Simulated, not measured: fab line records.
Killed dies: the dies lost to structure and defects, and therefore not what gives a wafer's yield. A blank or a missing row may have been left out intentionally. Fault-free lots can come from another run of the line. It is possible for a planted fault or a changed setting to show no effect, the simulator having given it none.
fab line records | flow gf180mcu | part 2 of 2: steps 25 to 34 of 34
[record] lots = 5 wafers = 15 last_day = 34
route steps=602 shown V3@441 M4@456
lots that met no fault: from a run of the same line without faults
start_h: hours from the record's opening day to when the first of the lot's shown wafers began | wait_h: how many hours have passed since the lot's step before this one | " repeats the value in the row above | L1.1+2: several wafers, shown together as one row | - no value, or no start was given | * or withheld: withheld | < > ~ a bound
route shown NAME@n: a module of which the file shows steps, and the number in the route of the first | usual: mean/standard deviation of fault-free wafers | same: alike in all rows | chamber/n: place in a boat | sites: readings site by site | _std_site: how widely they spread, as a standard deviation | _edge_site: the outer-site mean with the inner-site mean subtracted | radius_mm: how far each site lies from the wafer's centre | mask NAME#n: copy n | behind: the last tool/chamber to shape the wafer | hold: what put the lot on hold/how long, in hours/how the hold closed | device: transistor that didn't switch, given as n, p or np | end of line: at the end of the route, the tests of the same wafers | a step without rows: its recipe alone | killed: at the first sort, the dies lost to defects and structure; wafer yield is something else | map: shows each die of a wafer: x if killed, . if not, _ if none is there
set.NAME: setting as actually run; set.NAME@STEP: the setting as run at that earlier step | model.NAME: the simulator's own value behind a step, which no gauge read
lots at selected steps of the route; one table per step, one row per wafer
services: from which hour (start_h, from the record's first day; less than 0 if before it) a tool's chamber was out of use, for how many hours, and why
[[steps]]
[step GF_M4_COAT_09]
[recipe] resist = KrF spin_rpm = withheld resist_thk_nm = 1000
[usual] chill_plate_temp_C = 23.02/0.13
// columns lot.wafer tool chamber start_h wait_h chill_plate_temp_C
L079.2 litho_track-04 0 572.85 0.1 23.23
L079.3 " 0 " " 23.16
L079.6 " 0 " " 23.10
L085.2 litho_track-03 0 625.78 0.1 23.08
L085.3 " 0 " " 23.04
L085.4 " 0 " " 23.14
L088.2 litho_track-04 0 640.00 0.1 23.07
L088.3 " 0 " " 23.08
L088.6 " 0 " " 22.99
L094.1 litho_track-04 0 683.82 0.1 23.09
L094.5 " 0 " " 23.18
L094.6 " 0 " " 23.22
L097.1 litho_track-01 0 698.05 0.1 23.13
L097.4 " 0 " " 23.13
L097.5 " 0 " " 23.06
[step GF_M4_SOFTBAKE_10]
[recipe] temp_c = 130 time_s = 60 resist = KrF
[usual] chill_plate_temp_C = 22.99/0.12
// columns lot.wafer tool chamber start_h wait_h chill_plate_temp_C
L079.2 litho_track-04 0 573.00 0.1 23.10
L079.3 " 0 " " 23.01
L079.6 " 0 " " 23.05
L085.2 litho_track-03 0 625.93 0.1 23.13
L085.3 " 0 " " 23.24
L085.4 " 0 " " 23.20
L088.2 litho_track-04 0 640.15 0.1 23.06
L088.3 " 0 " " 22.99
L088.6 " 0 " " 23.18
L094.1 litho_track-04 0 683.97 0.1 22.92
L094.5 " 0 " " 22.90
L094.6 " 0 " " 22.73
L097.1 litho_track-01 0 698.20 0.1 22.89
L097.4 " 0 " " 22.88
L097.5 " 0 " " 22.85
[step GF_M4_EXPOSE_11]
[recipe] mask_id = Metal4 target_cd_nm = 280 na = 0.68 source_shape = conventional sigma_outer = 0.6 dose_mj = 28
// columns lot.wafer tool chamber start_h wait_h mask
L079.2+3+6 krf_scanner-02 0 - - Metal4#0
L085.2+3+4 krf_scanner-02 0 - - Metal4#0
L088.2+3+6 krf_scanner-02 0 - - Metal4#0
L094.1+5+6 krf_scanner-02 0 - - Metal4#0
L097.1+4+5 krf_scanner-02 0 - - Metal4#0
[step GF_M4_PEB_12]
[recipe] peb_temp_c = 135 peb_time_s = 90 resist = KrF
[usual] chill_plate_temp_C = 22.99/0.095
// columns lot.wafer tool chamber start_h wait_h chill_plate_temp_C
L079.2 litho_track-04 0 - - 23.08
L079.3 " 0 " " 23.02
L079.6 " 0 " " 23.06
L085.2 litho_track-03 0 - - 23.05
L085.3 " 0 " " 22.99
L085.4 " 0 " " 23.02
L088.2 litho_track-04 0 - - 23.17
L088.3 " 0 " " 23.01
L088.6 " 0 " " 23.12
L094.1 litho_track-03 0 - - 22.97
L094.5 " 0 " " 22.97
L094.6 " 0 " " 23.07
L097.1 litho_track-03 0 - - 23.07
L097.4 " 0 " " 23.06
L097.5 " 0 " " 23.06
[step GF_M4_DEVELOP_13]
[recipe] develop_time_s = 60 dev_temp_c = 21
[usual] chill_plate_temp_C = 23.02/0.1
// columns lot.wafer tool chamber start_h wait_h chill_plate_temp_C
L079.2 litho_track-04 0 583.65 0.2 23.03
L079.3 " 0 " " 23.02
L079.6 " 0 " " 23.11
L085.2 litho_track-03 0 635.68 0.2 22.93
L085.3 " 0 " " 23.08
L085.4 " 0 " " 23.00
L088.2 litho_track-04 0 649.45 0.2 22.95
L088.3 " 0 " " 23.12
L088.6 " 0 " " 22.96
L094.1 litho_track-03 0 693.36 0.2 23.08
L094.5 " 0 " " 22.94
L094.6 " 0 " " 22.94
L097.1 litho_track-03 0 706.46 0.2 23.00
L097.4 " 0 " " 22.95
L097.5 " 0 " " 23.06
[step GF_M4_CD_MEAS_14]
[recipe] target_cd_nm = 280
[usual] cd_nm = 280.3/1.4
// columns lot.wafer tool chamber start_h wait_h cd_nm
L079.2 cd_sem-01 - 583.79 0.1 280.0
L079.3 " - " " 281.5
L079.6 " - " " 281.3
L085.2 cd_sem-01 - 635.83 0.1 280.9
L085.3 " - " " 281.7
L085.4 " - " " 281.6
L088.2 cd_sem-02 - 649.59 0.1 280.8
L088.3 " - " " 281.4
L088.6 " - " " 280.6
L094.1 cd_sem-02 - 693.51 0.1 280.9
L094.5 " - " " 278.9
L094.6 " - " " 280.8
L097.1 cd_sem-01 - 706.61 0.1 281.0
L097.4 " - " " 281.0
L097.5 " - " " 280.2
[step GF_M4_OVL_MEAS_15]
[usual] M4_OVL = -5/6
// columns lot.wafer tool chamber start_h wait_h M4_OVL[nm]
L079.2 overlay-01 - 583.90 0.1 -4
L079.3 " - " " 0
L079.6 " - " " -10
L085.2 overlay-01 - 635.93 0.1 -10
L085.3 " - " " -4
L085.4 " - " " -13
L088.2 overlay-01 - 649.70 0.1 -5
L088.3 " - " " -1
L088.6 " - " " -15
L094.1 overlay-01 - 693.63 0.1 -9
L094.5 " - " " -5
L094.6 " - " " -6
L097.1 overlay-02 - 706.73 0.1 -6
L097.4 " - " " -6
L097.5 " - " " -8
[step GF_M4_METAL_ETCH_16]
[recipe] chemistry = Cl2/BCl3 mask_material = KrF target_depth_nm = 750.8 stop_on = SiO2 pressure_mtorr = 8 icp_w = 800 bias_w = 140 Cl2_flow_sccm = 80 bcl3_flow_sccm = 40 time_s = 125.1
[usual] drypump_motor_current_A = 6.02/0.26 oes_product_au = 0.993/0.0058 throttle_valve_pct = 28.227/0.0096
// columns lot.wafer tool chamber start_h wait_h drypump_motor_current_A oes_product_au rf_hours_counter_h throttle_valve_pct
L079.2 rie_metal-02 1 583.93 0.0 6.39 0.997 14 28.210
L079.3 " 0 " " 6.19 0.987 - 28.209
L079.6 " 0 " " 6.18 0.987 - 28.220
L085.2 rie_metal-03 0 636.01 0.1 6.25 1.001 - 28.221
L085.3 " 0 " " 6.24 0.992 - 28.231
L085.4 " 0 " " 6.24 1.003 - 28.224
L088.2 rie_metal-04 0 649.73 0.0 5.96 1.001 2 28.218
L088.3 " 1 " " 5.69 0.986 - 28.258
L088.6 " 1 " " 5.68 0.983 - 28.248
L094.1 rie_metal-02 0 693.66 0.0 6.22 0.985 5 28.234
L094.5 " 0 " " 6.20 0.992 - 28.244
L094.6 " 1 " " 6.41 1.001 - 28.225
L097.1 rie_metal-04 1 706.76 0.0 5.66 0.993 1 28.219
L097.4 " 0 " " 5.96 0.997 - 28.222
L097.5 " 0 " " 5.96 1.004 - 28.235
[step GF_M4_STRIP_17]
[recipe] chemistry = O2/N2 power_w = 1400 pressure_mtorr = 1500 platen_temp_c = 250 o2_flow_sccm = 3000 n2_flow_sccm = 300 overash_fraction = 0.5
[usual] drypump_motor_current_A = 5.8/0.58 heater_power_w = 345/31 n2_flow_sccm = 300.2/0.81 oes_product_au = 0.536/0.0051 strip_time_to_endpoint_s = 7.35/0.057
// columns lot.wafer tool chamber start_h wait_h drypump_motor_current_A heater_power_w n2_flow_sccm oes_product_au rf_hours_counter_h strip_time_to_endpoint_s
L079.2 plasma_asher-02 1 584.06 0.1 6.7 341 299.8 0.536 97 7.33
L079.3 " 0 " " 5.2 352 301.6 0.536 - 7.45
L079.6 " 0 " " 5.2 348 301.3 0.536 - 7.42
L085.2 plasma_asher-02 1 636.22 0.2 6.7 334 300.7 0.538 103 7.32
L085.3 " 0 " " 5.2 347 300.3 0.530 - 7.39
L085.4 " 1 " " 6.7 327 301.1 0.537 - 7.39
L088.2 plasma_asher-01 0 649.86 0.1 5.6 405 300.6 0.527 24 7.31
L088.3 " 0 " " 5.6 393 300.3 0.539 - 7.47
L088.6 " 1 " " 5.4 296 300.8 0.541 - 7.44
L094.1 plasma_asher-03 1 693.79 0.1 6.4 360 300.5 0.533 85 7.43
L094.5 " 0 " " 5.7 344 299.1 0.544 - 7.42
L094.6 " 1 " " 6.4 349 300.7 0.541 - 7.37
L097.1 plasma_asher-02 0 706.89 0.1 5.2 345 299.9 0.541 111 7.29
L097.4 " 1 " " 6.7 334 301.1 0.537 - 7.29
L097.5 " 0 " " 5.2 355 299.8 0.543 - 7.28
[step GF_M4_STRIP_18]
[recipe] chemistry = post_etch_residue_remover time_s = 1200 temp_c = 72.5
// columns lot.wafer tool chamber start_h wait_h
L079.2+3+6 wet_bench-01 1 584.16 0.1
L085.2+3+4 wet_bench-02 1 636.32 0.1
L088.2+3+6 wet_bench-02 1 649.96 0.1
L094.1+5+6 wet_bench-02 3 693.89 0.1
L097.1+4+5 wet_bench-01 1 706.99 0.1
[[services]]
// columns tool chamber start_h hours kind
cmp-01 - 545.41 1.3 repair
cmp-01 - 549.22 2.5 repair
cmp-01 - 549.28 2.6 repair
pvd_sputter-03 - 552.57 2.4 repair
krf_scanner-02 - 567.55 1.0 pm
pvd_sputter-03 - 570.30 2.0 repair
cmp-01 - 572.07 4.0 pm
rie_diel-04 - 572.93 14.6 pm
krf_scanner-02 - 574.66 0.8 pm
krf_scanner-02 - 577.76 1.8 repair
pvd_sputter-01 - 579.95 3.7 repair
krf_scanner-02 - 584.52 1.3 pm
rie_diel-03 - 588.79 14.6 pm
rie_diel-04 - 594.50 0.4 repair
krf_scanner-02 - 605.24 4.1 repair
rie_diel-04 2 606.06 4.3 repair
rie_diel-04 1 638.72 9.7 repair
rie_diel-04 2 645.01 2.9 repair
wet_bench-03 - 646.53 2.8 repair
plasma_asher-02 - 655.98 4.4 repair
krf_scanner-02 - 676.37 0.9 repair
rie_diel-03 1 683.64 10.1 repair
rie_diel-03 2 691.25 20.5 repair
rie_diel-03 - 695.71 0.7 repair
